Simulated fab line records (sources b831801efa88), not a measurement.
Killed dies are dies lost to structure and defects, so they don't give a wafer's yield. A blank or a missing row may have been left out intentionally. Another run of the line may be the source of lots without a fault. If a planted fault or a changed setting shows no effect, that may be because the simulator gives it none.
The same fault as seen by 2 desks ; flow gf180mcu ; every desk sees just its own numbers, and what lay behind them comes last

METROLOGY DESK
Means of the sampled wafers that have a number, per lot and without regard to the tool the lot ran on: this is what the gauges read. If a lot's mean is further than 4 standard deviations from the usual mean, the lot is out of limits and carries the mark OUT (the distance appears in the brackets).
Columns: A = STI_OXIDATION_02_THK at GF_STI_THK_MEAS_30, usual 10.04 nm; B = VT_IMPLANT_02_OVL at GF_VT_IMPLANT_OVL_MEAS_29, usual -0.4 nm
lot;first seen here;A;B
L575;day 2 08:13;10.17;-1.0
L576;day 2 11:32;10.15;-1.2
L577;day 2 16:14;10.09;-1.1
L578;day 2 21:45;10.01;0.0
L579;day 3 02:48;9.86;-0.6
L580;day 3 07:48;9.94;-1.6
L582;day 3 20:11;9.90;-0.4
L584;day 4 04:02;9.91;-0.5
L587;day 4 21:37;9.99;210.2 (+99 or more) OUT
L590;day 5 10:34;9.97;211.6 (+99 or more) OUT
L591;day 5 16:07;9.76;0.1
L598;day 7 06:31;9.93;1.5
This desk's finding: out of limits on L587, L590; first on L587, day 10 04:05 (VT_IMPLANT_02_OVL at GF_VT_IMPLANT_OVL_MEAS_29). Within limits: L575, L576, L577, L578, L579, L580, L582, L584, L591, L598.

TOOL OWNER'S DESK, iline-stepper-02
The tool's own readings at GF_VT_IMPLANT_EXPOSE_26 (exposes mask LVPWELL HV AREA, target cd 860 nm): means of the sampled wafers that have a number, for each lot that ran on this tool. If a lot's mean is further than 4 standard deviations from the usual mean, the lot is out of limits and carries the mark OUT (the distance appears in the brackets).
Columns: A = focus-offset-nm at GF_VT_IMPLANT_EXPOSE_26, usual 0.0 nm
lot;first seen here;A
L575;day 6 15:12;-0.3
L578;day 7 08:02;0.3
L584;day 8 21:08;0.3
L587;day 9 19:41;-0.5
L590;day 10 13:25;-0.1
Finding of this desk: none of the 5 lots has anything out of limits.

BROUGHT TOGETHER
Metrology desk: alarm possible at day 10 04:05 on L587, L590.
Nothing out of limits was seen by the tool owner's desk.
The tool owner's desk has L587, L590 on record, within its limits.
The lots listed all ran GF_VT_IMPLANT_EXPOSE_26 on iline-stepper-02.

WHAT WAS PUT IN BY THE SIMULATOR
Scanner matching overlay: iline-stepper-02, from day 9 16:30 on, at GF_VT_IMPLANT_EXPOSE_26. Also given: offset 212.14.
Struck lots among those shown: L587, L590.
Delay in hours, fault start to first out-of-limits reading, per desk: metrology desk 12.
